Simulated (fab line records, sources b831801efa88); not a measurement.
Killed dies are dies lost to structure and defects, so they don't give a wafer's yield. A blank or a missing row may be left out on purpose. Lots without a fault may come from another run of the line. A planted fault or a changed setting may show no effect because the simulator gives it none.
Split-lot experiment | flow sky130 | 5 lots, 23 wafers read, on a route of 708 steps

THE SPLIT
At SKY_POLY_GATE_EXPOSE_10 (exposes mask P1M, target cd 150 nm), the setting dose_mj was moved away from the recipe's 28 on 9 of the 23 wafers read, by -6.6% to +5.9%. The other wafers ran this setting at the recipe's value.

FROM THE SPLIT TO THE READING: what the file shows between them, 9 steps
- SKY_POLY_GATE_PEB_11
- SKY_POLY_GATE_DEVELOP_12: develop time 60 s
- SKY_POLY_GATE_CD_MEAS_13: target cd 150 nm
- SKY_POLY_GATE_ETCH_15: etches BARC in N2/H2, stops on SiO2, time 118.5 s, target depth 110 nm
- SKY_POLY_GATE_ETCH_16: etches Si3N4 in CH3F/O2, stops on poly-Si, time 147.5 s, target depth 75 nm
- SKY_POLY_GATE_ETCH_17: etches poly-Si in HBr/Cl2, stops on SiO2, target depth 180 nm, time 70.5 s (also split here: time_s)
- SKY_POLY_GATE_STRIP_18: strips in O2/N2
- SKY_POLY_GATE_CLEAN_19: cleans in SC1/SC2, time 150 s
- SKY_POLY_GATE_OXIDATION_20: stabilise 600 s, purge 300 s, target thk 4 nm

THE READING
cd_nm, in nm, at SKY_POLY_GATE_CD_MEAS_22. Fault-free wafers of this fab line usually give 152 nm, standard deviation 3.5 nm.

wafer  | tool, chamber at the split | dose_mj as run | against the recipe | cd_nm, nm | against lot-mates on the recipe
L074.1 | krf_scanner-02, 0          | 28             | recipe             | 156       | -
L074.3 | krf_scanner-02, 0          | 28             | recipe             | 159       | -
L074.4 | krf_scanner-02, 0          | 28             | recipe             | 155       | -
L074.5 | krf_scanner-02, 0          | 28             | recipe             | 155       | -
L074.6 | krf_scanner-02, 0          | 28             | recipe             | 158       | -
L079.4 | krf_scanner-02, 0          | 28             | recipe             | 154       | -
L079.5 | krf_scanner-02, 0          | 28             | recipe             | 155       | -
L079.6 | krf_scanner-02, 0          | 28             | recipe             | 152       | -
L082.1 | krf_scanner-01, 0          | 28             | recipe             | 155       | -
L082.2 | krf_scanner-01, 0          | 28             | recipe             | 155       | -
L082.4 | krf_scanner-01, 0          | 29.66          | +5.9%              | 142       | -13
L082.5 | krf_scanner-01, 0          | 29.66          | +5.9%              | 145       | -10
L082.6 | krf_scanner-01, 0          | 29.66          | +5.9%              | 142       | -13
L083.1 | krf_scanner-01, 0          | 28             | recipe             | 149       | -
L083.2 | krf_scanner-01, 0          | 26.96          | -3.7%              | 156       | +6
L083.3 | krf_scanner-01, 0          | 26.96          | -3.7%              | 157       | +8
L083.4 | krf_scanner-01, 0          | 26.96          | -3.7%              | 154       | +4
L083.5 | krf_scanner-01, 0          | 28             | recipe             | 150       | -
L084.1 | krf_scanner-02, 0          | 28             | recipe             | 147       | -
L084.2 | krf_scanner-02, 0          | 28             | recipe             | 150       | -
L084.3 | krf_scanner-02, 0          | 26.15          | -6.6%              | 158       | +10
L084.5 | krf_scanner-02, 0          | 26.15          | -6.6%              | 156       | +8
L084.6 | krf_scanner-02, 0          | 26.15          | -6.6%              | 157       | +8

THE FIT
A straight line over all 23 wafers: cd_nm changes by -1.07 nm for each +1% of dose_mj; r = -0.75; the points scatter about the line by 3.4 nm.
The same after taking each lot's own level away (the mean of its wafers on the recipe; 23 wafers): -1.65 nm for each +1%; r = -0.96; scatter 1.7 nm.
On that fit, the largest move of dose_mj shifts the reading by 11 nm.
The lots' own levels span 148.5 to 156.6 nm, that is 2.3 times the standard deviation above.
So the lot-to-lot level blurs the effect unless lot-mates are compared.
Check: with one of the wafers moved furthest among these (-6.6%) left out of the fit, the line predicts +10.5 nm for it against its lot-mates. It came out at +9.5 nm against them.

OTHER SPLITS ON THESE WAFERS
These wafers also went through other splits before the reading. Each is held against what the fit with the lots' levels taken away leaves over:
other split on the same wafers | wafers away from the commonest value | r with cd_nm (lot level and that fit taken away)
SKY_POLY_GATE_ETCH_17 time_s   | 4                                    | -0.06

THE WHOLE CHAIN: every reading that the file lists as answering this split, in the file's order
step                     | what it does                                                                | reading                                                          | change (the file's fit)              | r (the file's)
SKY_POLY_GATE_CD_MEAS_13 | target cd 150 nm                                                            | cd_nm                                                            | -1.77 nm for each +1% of the setting | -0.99
SKY_POLY_GATE_ETCH_15    | etches BARC in N2/H2, stops on SiO2, time 118.5 s, target depth 110 nm      | POLY_GATE.cd_nm (the simulator's own value, which no gauge read) | -1.59 nm for each +1% of the setting | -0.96
SKY_POLY_GATE_ETCH_16    | etches Si3N4 in CH3F/O2, stops on poly-Si, time 147.5 s, target depth 75 nm | POLY_GATE.cd_nm (the simulator's own value, which no gauge read) | -1.66 nm for each +1% of the setting | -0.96
SKY_POLY_GATE_CD_MEAS_22 |                                                                             | cd_nm                                                            | -1.62 nm for each +1% of the setting | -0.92

THE FILE'S OWN FIT
cd_nm changes by -1.62 nm for each +1% of dose_mj, r = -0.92.
